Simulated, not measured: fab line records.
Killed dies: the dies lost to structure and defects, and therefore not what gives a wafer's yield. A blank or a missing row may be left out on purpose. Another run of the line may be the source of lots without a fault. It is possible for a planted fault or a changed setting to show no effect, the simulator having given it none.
The tool behind it: which one? :: flow sky130 :: 6 lots, 18 wafers sampled, at 3 steps of a route of 708

WHAT THE GAUGES SHOWED, per wafer
SKY_CAP2M_THK_MEAS_01.
lot: L723
measured: day 40 08:52
on: film-metro-04
CAP2M_CVD_00_THK (nm): 15.03 15.55 15.54

lot: L726
measured: day 41 09:28
on: film-metro-04
CAP2M_CVD_00_THK (nm): 15.48 15.73 15.38

lot: L730
measured: day 42 07:55
on: film-metro-04
CAP2M_CVD_00_THK (nm): 15.32 15.29 15.23

lot: L737
measured: day 44 03:08
on: film-metro-03
CAP2M_CVD_00_THK (nm): 15.23 15.27 15.47

lot: L742
measured: day 45 06:40
on: film-metro-04
CAP2M_CVD_00_THK (nm): 12.73 12.92 13.02

lot: L745
measured: day 46 03:55
on: film-metro-03
CAP2M_CVD_00_THK (nm): 15.11 15.63 15.38

WHICH TOOL RAN EACH LOT (tool, then ch and the chambers of the sampled wafers, then the start)
lot: L723
SKY_METAL3_SPUTTER_04: pvd-sputter-03, day 37 00:39
SKY_CAP2M_CVD_00: pecvd-03 ch 0,1, day 40 08:50

lot: L726
SKY_METAL3_SPUTTER_04: pvd-sputter-03, day 38 03:38
SKY_CAP2M_CVD_00: pecvd-01 ch 0,1,2, day 41 09:26

lot: L730
SKY_METAL3_SPUTTER_04: pvd-sputter-02, day 39 03:05
SKY_CAP2M_CVD_00: pecvd-02 ch 0,1,2, day 42 07:54

lot: L737
SKY_METAL3_SPUTTER_04: pvd-sputter-02, day 41 02:03
SKY_CAP2M_CVD_00: pecvd-03 ch 0,1, day 44 03:06

lot: L742
SKY_METAL3_SPUTTER_04: pvd-sputter-02, day 42 07:15
SKY_CAP2M_CVD_00: pecvd-03 ch 2, day 45 06:38

lot: L745
SKY_METAL3_SPUTTER_04: pvd-sputter-01, day 43 06:43
SKY_CAP2M_CVD_00: pecvd-02 ch 1,2, day 46 03:52
- SKY_METAL3_SPUTTER_04: material TiN, target thk 70 nm, time 58.3 s.
- SKY_CAP2M_CVD_00: deposits SiO2, target thk 15.5 nm.

THE ANSWER, worked out from the rows above alone
Rule: what is usual is taken from the lots themselves. Put in order of their means at a reading, lots are off if they are a third of the lots or fewer, leave a main group of 4 or more, and stand apart from it by a gap of 3 or more times the standard deviation of the main group's means; of several such gaps the widest counts. A main group is skipped when, at the precision printed for the reading in the tables above, its means are all equal. A lot without any number at a reading at which 4 lots or more have one is off too. Where the step has rows for the other lots, those lots are counted as sound.
Off: L742, seen at SKY_CAP2M_THK_MEAS_01 (CAP2M_CVD_00_THK). The main group: mean 15.38 nm, standard deviation 0.085.
A tool fits if, at a process step before that reading, it ran every lot that is off, and no sound lot after the first of them. Gauges at SKY_CAP2M_THK_MEAS_01: tried the same way as those tools. Can't be told from this: 3 tools fit, pvd-sputter-02 at SKY_METAL3_SPUTTER_04, pecvd-03 at SKY_CAP2M_CVD_00, film-metro-04 at SKY_CAP2M_THK_MEAS_01.

WHAT THE SIMULATOR HAD PUT IN
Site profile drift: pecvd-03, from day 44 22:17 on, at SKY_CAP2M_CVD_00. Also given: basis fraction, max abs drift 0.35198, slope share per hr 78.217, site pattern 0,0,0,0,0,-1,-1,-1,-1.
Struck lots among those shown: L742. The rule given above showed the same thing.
